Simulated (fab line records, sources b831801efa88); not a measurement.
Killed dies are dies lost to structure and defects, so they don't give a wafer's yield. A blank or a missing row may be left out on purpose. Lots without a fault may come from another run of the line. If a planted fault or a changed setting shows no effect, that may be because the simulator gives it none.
fab line records	flow sky130
record: lots: 10	wafers: 30	last-day: 50
route steps=708 shown VT_ADJUST_HVTP@95 VT_ADJUST_NCORE@127 LDD_N@245 LDD_HVP@287
lots that met no fault: from a run of the same line without faults
start-h: the number of hours between the record's first day and the start of the first shown wafer of the lot	wait-h: hours from the lot's prior step to this one	" the same as in the row above	L1.1+2: a row that stands for several wafers	- no value, or no start given	* or withheld: withheld	< > ~ a bound
route shown NAME@n: a module of which the file shows steps, and the number in the route of the first	usual: mean/standard deviation taken from wafers without a fault	same: alike in all rows	chamber/n: place in a boat	sites: readings site by site	_std_site: the standard deviation of these	_edge_site: inner sites' mean taken away from outer sites' mean	radius-mm: how far each site lies from the wafer's centre	mask NAME#n: copy n	behind: the last tool/chamber to shape the wafer	hold: cause of the lot's hold/its duration in hours/its outcome	device: the transistor (n, p or np) that didn't switch	end of line: tests of these same wafers at the route's end	a step with no rows: only its recipe	killed: count of dies lost to structure and defects at first sort (not the wafer's yield)	map: the dies of a wafer, with x for killed, . for not killed, _ for no die there
set.NAME: the setting that was run; set.NAME@STEP: the one run at that earlier step	model.NAME: the simulator's own value behind a step, which no gauge read
steps of the route over a sample of lots; a table a step, a row a wafer
services: the hour from which a tool's chamber was out of use, counted from the record's first day as start-h (under 0 if before that day), plus the number of hours and why
== steps ==
step: SKY_VT_ADJUST_HVTP_STRIP_10
recipe: chemistry: O2/N2	power-w: 1400	pressure-mtorr: 1500	platen-temp-c: withheld	o2-flow-sccm: 3000	n2-flow-sccm: 300	overash-fraction: 0.5
usual: chamber-pressure-mTorr: 1500.1/1.3	drypump-motor-current-A: 5.65/0.22	oes-product-au: 0.716/0.0046	strip-time-to-endpoint-s: 14.18/0.043
lot.wafer	tool	chamber	start-h	wait-h	chamber-pressure-mTorr	drypump-motor-current-A	oes-product-au	rf-hours-counter-h	strip-time-to-endpoint-s
L289.1	plasma-asher-03	1	131.20	0.1	1500.7	5.96	0.715	43	14.14
L289.5	"	1	"	"	1502.1	5.94	0.714	-	14.08
L289.6	"	0	"	"	1498.8	5.98	0.724	-	14.18
L291.1	plasma-asher-01	0	144.88	0.1	1500.4	5.42	0.717	2	14.20
L291.5	"	0	"	"	1500.7	5.42	0.713	-	14.22
L291.6	"	1	"	"	1501.1	5.46	0.718	-	14.18
L292.2	plasma-asher-01	0	150.35	0.1	1501.7	5.45	0.710	3	14.19
L292.3	"	0	"	"	1501.9	5.43	0.716	-	14.21
L292.6	"	0	"	"	1500.1	5.44	0.718	-	14.23
L293.1	plasma-asher-03	1	155.45	0.1	1498.4	5.94	0.723	46	14.21
L293.5	"	1	"	"	1498.7	5.93	0.716	-	14.16
L293.6	"	0	"	"	1501.8	5.99	0.713	-	14.14
L297.4	plasma-asher-02	1	183.00	0.1	1500.6	5.48	0.717	-	14.12
L297.5	"	0	"	"	1500.0	5.63	0.713	-	14.13
L297.6	"	1	"	"	1498.6	5.50	0.713	-	14.15
L303.1	plasma-asher-03	0	228.50	0.1	1499.7	5.96	0.713	54	14.14
L303.2	"	1	"	"	1498.5	5.91	0.721	54	14.13
L303.4	"	1	"	"	1499.7	5.92	0.713	-	14.17
L305.1	plasma-asher-03	1	236.75	0.1	1499.9	5.90	0.722	54	14.12
L305.2	"	0	"	"	1497.8	6.00	0.719	54	14.11
L305.6	"	0	"	"	1499.0	5.99	0.706	-	14.13
L306.1	plasma-asher-02	1	248.63	0.1	1500.0	5.49	0.718	54	14.15
L306.2	"	0	"	"	1501.1	5.65	0.713	54	14.16
L306.3	"	0	"	"	1496.6	5.65	0.714	-	14.19
L307.4	plasma-asher-01	0	250.04	0.1	1498.3	5.45	0.719	-	14.17
L307.5	"	1	"	"	1500.5	5.47	0.714	-	14.15
L307.6	"	0	"	"	1500.4	5.43	0.720	-	14.19
L309.1	plasma-asher-01	1	262.40	0.1	1500.4	5.46	0.710	14	14.20
L309.4	"	1	"	"	1499.9	5.45	0.719	-	14.18
L309.6	"	1	"	"	1500.2	5.47	0.719	-	14.17
step: SKY_VT_ADJUST_NCORE_OVL_MEAS_08
usual: VT_ADJUST_NCORE_OVL: -0.5/1.4
lot.wafer	tool	chamber	start-h	wait-h	VT_ADJUST_NCORE_OVL[nm]
L289.1	overlay-02	-	190.77	0.1	-1.5
L289.5	"	-	"	"	-0.4
L289.6	"	-	"	"	-2.0
L291.1	overlay-01	-	205.72	0.1	-0.1
L291.5	"	-	"	"	-1.7
L291.6	"	-	"	"	-0.5
L292.2	overlay-02	-	213.67	0.1	-0.4
L292.3	"	-	"	"	-0.5
L292.6	"	-	"	"	0.5
L293.1	overlay-01	-	218.58	0.1	0.3
L293.5	"	-	"	"	-2.6
L293.6	"	-	"	"	-1.7
L297.4	overlay-02	-	250.73	0.1	-2.9
L297.5	"	-	"	"	-1.2
L297.6	"	-	"	"	-3.4
L303.1	overlay-02	-	302.16	0.1	1.9
L303.2	"	-	"	"	1.6
L303.4	"	-	"	"	1.0
L305.1	overlay-02	-	311.22	0.1	0.9
L305.2	"	-	"	"	2.3
L305.6	"	-	"	"	0.5
L306.1	overlay-01	-	324.31	0.1	0.6
L306.2	"	-	"	"	1.7
L306.3	"	-	"	"	0.6
L307.4	overlay-02	-	325.58	0.1	1.5
L307.5	"	-	"	"	0.8
L307.6	"	-	"	"	1.3
L309.1	overlay-02	-	339.87	0.1	-1.1
L309.4	"	-	"	"	-2.5
L309.6	"	-	"	"	-0.8
step: SKY_LDD_N_IMPLANT_08
recipe: species: As	energy-kev: 20	dose-cm2: 7.5e+13	tilt-deg: withheld	rotation-deg: 23
usual: beam-on-s: 10.01/0.18	dose-ions-cm2: 7.499e+13/7.8e+10	faraday-current-uA: 422/7.4
lot.wafer	tool	chamber	start-h	wait-h	beam-on-s	dose-ions-cm2	faraday-current-uA
L289.1	implanter-04	0	415.63	0.0	10.10	7.5e+13	420
L289.5	"	0	"	"	9.80	7.489e+13	432
L289.6	"	0	"	"	10.19	7.499e+13	418
L291.1	implanter-03	0	431.08	0.0	9.91	7.491e+13	426
L291.5	"	0	"	"	9.85	7.501e+13	430
L291.6	"	0	"	"	9.90	7.493e+13	425
L292.2	implanter-02	0	440.85	0.0	9.90	7.491e+13	426
L292.3	"	0	"	"	10.21	7.508e+13	416
L292.6	"	0	"	"	9.80	7.487e+13	430
L293.1	implanter-04	0	447.43	0.0	9.78	7.49e+13	433
L293.5	"	0	"	"	9.66	7.497e+13	436
L293.6	"	0	"	"	10.15	7.506e+13	416
L297.4	implanter-02	0	490.00	0.1	10.05	7.487e+13	419
L297.5	"	0	"	"	9.96	7.493e+13	424
L297.6	"	0	"	"	10.12	7.506e+13	417
L303.1	implanter-02	0	560.72	0.0	13.85	1.4363e+14	582
L303.2	"	0	"	"	13.71	1.4363e+14	592
L303.4	"	0	"	"	13.50	1.4358e+14	600
L305.1	implanter-02	0	566.32	0.0	13.68	1.4371e+14	592
L305.2	"	0	"	"	13.75	1.436e+14	591
L305.6	"	0	"	"	13.68	1.4366e+14	592
L306.1	implanter-04	0	574.77	0.0	10.10	7.499e+13	420
L306.2	"	0	"	"	10.13	7.499e+13	418
L306.3	"	0	"	"	10.00	7.494e+13	424
L307.4	implanter-03	0	579.56	0.1	9.98	7.497e+13	422
L307.5	"	0	"	"	9.64	7.505e+13	435
L307.6	"	0	"	"	9.83	7.502e+13	431
L309.1	implanter-03	0	594.26	0.0	10.10	7.492e+13	419
L309.4	"	0	"	"	9.84	7.489e+13	430
L309.6	"	0	"	"	9.99	7.49e+13	423
step: SKY_LDD_N_STRIP_16
recipe: chemistry: O2/N2	power-w: 1400	pressure-mtorr: 1500	platen-temp-c: withheld	o2-flow-sccm: 3000	n2-flow-sccm: 300	overash-fraction: 0.5
usual: chamber-pressure-mTorr: 1500.2/1.4	drypump-motor-current-A: 5.5/0.36	oes-product-au: 0.407/0.0042	strip-time-to-endpoint-s: 4.314/0.013
lot.wafer	tool	chamber	start-h	wait-h	chamber-pressure-mTorr	drypump-motor-current-A	oes-product-au	rf-hours-counter-h	strip-time-to-endpoint-s
L289.1	plasma-asher-04	0	416.83	0.1	1501.0	5.4	0.410	60	4.309
L289.5	"	1	"	"	1500.3	5.0	0.403	-	4.303
L289.6	"	0	"	"	1499.7	5.3	0.402	-	4.319
L291.1	plasma-asher-03	0	432.28	0.1	1500.7	6.0	0.405	0	4.322
L291.5	"	1	"	"	1500.4	5.9	0.404	-	4.323
L291.6	"	0	"	"	1498.9	6.0	0.404	-	4.316
L292.2	plasma-asher-04	0	442.03	0.1	1500.2	5.4	0.412	62	4.323
L292.3	"	1	"	"	1498.6	5.0	0.409	-	4.332
L292.6	"	0	"	"	1502.4	5.3	0.405	-	4.307
L293.1	plasma-asher-04	1	448.63	0.1	1501.2	5.0	0.408	63	4.327
L293.5	"	0	"	"	1499.4	5.4	0.406	-	4.302
L293.6	"	1	"	"	1501.6	5.0	0.413	-	4.332
L297.4	plasma-asher-03	1	491.16	0.1	1500.1	5.9	0.413	-	4.308
L297.5	"	0	"	"	1498.6	6.0	0.409	-	4.291
L297.6	"	1	"	"	1499.9	5.9	0.408	-	4.303
L303.1	plasma-asher-03	1	561.92	0.1	1499.1	5.9	0.397	15	4.507
L303.2	"	0	"	"	1500.2	6.0	0.409	15	4.501
L303.4	"	0	"	"	1501.8	6.0	0.407	-	4.495
L305.1	plasma-asher-04	1	567.52	0.1	1500.4	5.0	0.405	78	4.516
L305.2	"	0	"	"	1500.6	5.3	0.415	78	4.514
L305.6	"	0	"	"	1501.3	5.3	0.411	-	4.520
L306.1	plasma-asher-04	0	575.97	0.1	1502.5	5.3	0.404	79	4.325
L306.2	"	1	"	"	1502.0	5.0	0.409	79	4.322
L306.3	"	0	"	"	1501.5	5.4	0.403	-	4.333
L307.4	plasma-asher-01	0	580.71	0.1	1499.9	5.5	0.414	-	4.320
L307.5	"	0	"	"	1501.6	5.4	0.406	-	4.317
L307.6	"	1	"	"	1500.1	5.5	0.406	-	4.319
L309.1	plasma-asher-04	1	595.46	0.1	1497.5	5.0	0.405	81	4.329
L309.4	"	0	"	"	1497.9	5.3	0.408	-	4.348
L309.6	"	1	"	"	1499.2	5.0	0.409	-	4.310
step: SKY_LDD_N_TW_MEAS_17
usual: LDD_N_TW: 2567/16
lot.wafer	tool	chamber	start-h	wait-h	LDD_N_TW
L289.1	film-metro-02	-	416.93	0.1	2576
L289.5	"	-	"	"	2569
L289.6	"	-	"	"	2577
L291.1	film-metro-02	-	432.38	0.1	2586
L291.5	"	-	"	"	2591
L291.6	"	-	"	"	2585
L292.2	film-metro-03	-	442.14	0.1	2565
L292.3	"	-	"	"	2563
L292.6	"	-	"	"	2574
L293.1	film-metro-02	-	448.73	0.1	2596
L293.5	"	-	"	"	2590
L293.6	"	-	"	"	2579
L297.4	film-metro-03	-	491.25	0.1	2563
L297.5	"	-	"	"	2568
L297.6	"	-	"	"	2555
L303.1	film-metro-01	-	562.02	0.1	2630
L303.2	"	-	"	"	2637
L303.4	"	-	"	"	2639
L305.1	film-metro-02	-	567.64	0.1	2693
L305.2	"	-	"	"	2668
L305.6	"	-	"	"	2663
L306.1	film-metro-02	-	576.07	0.1	2572
L306.2	"	-	"	"	2592
L306.3	"	-	"	"	2590
L307.4	film-metro-02	-	580.81	0.1	2574
L307.5	"	-	"	"	2567
L307.6	"	-	"	"	2584
L309.1	film-metro-01	-	595.56	0.1	2547
L309.4	"	-	"	"	2546
L309.6	"	-	"	"	2568
step: SKY_LDD_HVP_STRIP_09
recipe: chemistry: O2/N2	power-w: 1400	pressure-mtorr: 1500	platen-temp-c: withheld	o2-flow-sccm: 3000	n2-flow-sccm: 300	overash-fraction: 0.5
usual: chamber-pressure-mTorr: 1500.0/1.5	drypump-motor-current-A: 5.70/0.22	oes-product-au: 0.408/0.0044	strip-time-to-endpoint-s: 4.131/0.018
lot.wafer	tool	chamber	start-h	wait-h	chamber-pressure-mTorr	drypump-motor-current-A	oes-product-au	rf-hours-counter-h	strip-time-to-endpoint-s
L289.1	plasma-asher-02	0	509.38	0.1	1500.2	5.62	0.407	75	4.144
L289.5	"	1	"	"	1500.7	5.49	0.405	-	4.135
L289.6	"	0	"	"	1501.1	5.58	0.407	-	4.128
L291.1	plasma-asher-02	1	524.98	0.1	1500.7	5.50	0.409	77	4.099
L291.5	"	0	"	"	1501.1	5.61	0.410	-	4.079
L291.6	"	1	"	"	1502.1	5.51	0.408	-	4.117
L292.2	plasma-asher-01	1	533.72	0.1	1502.2	5.46	0.411	42	4.124
L292.3	"	0	"	"	1501.6	5.47	0.409	-	4.117
L292.6	"	1	"	"	1498.0	5.47	0.404	-	4.128
L293.1	plasma-asher-03	0	542.21	0.1	1501.2	5.93	0.400	13	4.124
L293.5	"	0	"	"	1498.0	5.96	0.405	-	4.116
L293.6	"	1	"	"	1500.3	5.92	0.402	-	4.101
L297.4	plasma-asher-03	1	582.41	0.1	1498.0	5.92	0.411	-	4.150
L297.5	"	1	"	"	1501.2	5.92	0.409	-	4.156
L297.6	"	0	"	"	1501.4	5.97	0.404	-	4.144
L303.1	plasma-asher-03	1	650.22	0.1	1500.4	5.90	0.410	24	4.136
L303.2	"	0	"	"	1501.1	5.96	0.413	24	4.136
L303.4	"	0	"	"	1500.3	5.96	0.409	-	4.127
L305.1	plasma-asher-03	1	655.61	0.1	1499.1	5.94	0.417	25	4.136
L305.2	"	0	"	"	1500.5	5.97	0.415	25	4.102
L305.6	"	0	"	"	1498.9	6.00	0.408	-	4.112
L306.1	plasma-asher-02	0	664.66	0.1	1497.7	5.59	0.410	88	4.124
L306.2	"	1	"	"	1499.5	5.50	0.402	88	4.104
L306.3	"	0	"	"	1499.3	5.64	0.408	-	4.107
L307.4	plasma-asher-02	0	667.16	0.1	1503.1	5.63	0.413	-	4.139
L307.5	"	0	"	"	1501.3	5.61	0.409	-	4.138
L307.6	"	1	"	"	1497.8	5.49	0.407	-	4.142
L309.1	plasma-asher-01	0	681.43	0.1	1499.7	5.43	0.409	57	4.149
L309.4	"	1	"	"	1498.2	5.46	0.416	-	4.135
L309.6	"	1	"	"	1498.5	5.47	0.407	-	4.135
== services ==
tool	chamber	start-h	hours	kind
plasma-asher-01	-	108.75	9.0	pm
implanter-04	-	139.47	1.2	repair
plasma-asher-02	-	158.28	8.8	repair
implanter-02	-	185.39	3.7	repair
implanter-02	-	186.50	4.1	repair
plasma-asher-02	-	191.94	1.1	repair
implanter-04	-	199.06	9.6	repair
implanter-04	-	229.86	1.6	repair
implanter-04	-	233.16	2.6	pm
implanter-03	-	254.54	4.0	pm
implanter-02	-	277.49	3.7	pm
implanter-04	-	292.20	2.7	repair
plasma-asher-03	-	333.11	1.4	repair
implanter-04	-	338.89	13.8	repair
implanter-02	-	339.65	2.0	repair
plasma-asher-03	-	421.25	9.0	pm
plasma-asher-03	-	433.32	0.5	repair
plasma-asher-02	-	434.97	38.2	repair
plasma-asher-02	-	473.15	14.6	pm
plasma-asher-01	-	511.59	14.6	pm
implanter-02	-	534.07	2.2	repair
plasma-asher-02	-	561.19	24.3	repair
plasma-asher-02	-	561.22	2.3	repair
plasma-asher-01	-	616.12	4.0	pm
== key ==
first-sign: step: SKY_LDD_N_IMPLANT_08	reading: dose-ions-cm2	direction: up	sigmas: 99+	usual: *	struck: *
effect: step: SKY_LDD_N_IMPLANT_08	reading: faraday-current-uA	direction: up	sigmas: 23	usual: 422	struck: 591
effect: step: SKY_LDD_N_STRIP_16	reading: strip-time-to-endpoint-s	direction: up	sigmas: 15	usual: *	struck: *
effect: step: SKY_LDD_N_TW_MEAS_17	reading: LDD_N_TW	direction: up	sigmas: 5.5	usual: 2567	struck: 2655
met-at SKY_LDD_N_IMPLANT_08
struck-lots L303,L305
tester-left-out L303,L305
not-acting-at SKY_VT_ADJUST_HVTP_STRIP_10,SKY_VT_ADJUST_NCORE_OVL_MEAS_08,SKY_LDD_HVP_STRIP_09
onset-between 490.00 560.72
fault: kind: process-parameter-drift	tool: implanter-02	chamber: -	onset-h: 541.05	steps: SKY_LDD_N_IMPLANT_08	channel: dose-cm2	offset: *	shape: step	end-h: 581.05	acts-in: *	stated: *
tester-left-out: of these lots the tester's yield and bins aren't shown, on N5 and GAA mostly nor the transistor test; their killed dies are dies lost to structure and defects alone, not to doping, threshold or leakage, so they don't give the yield
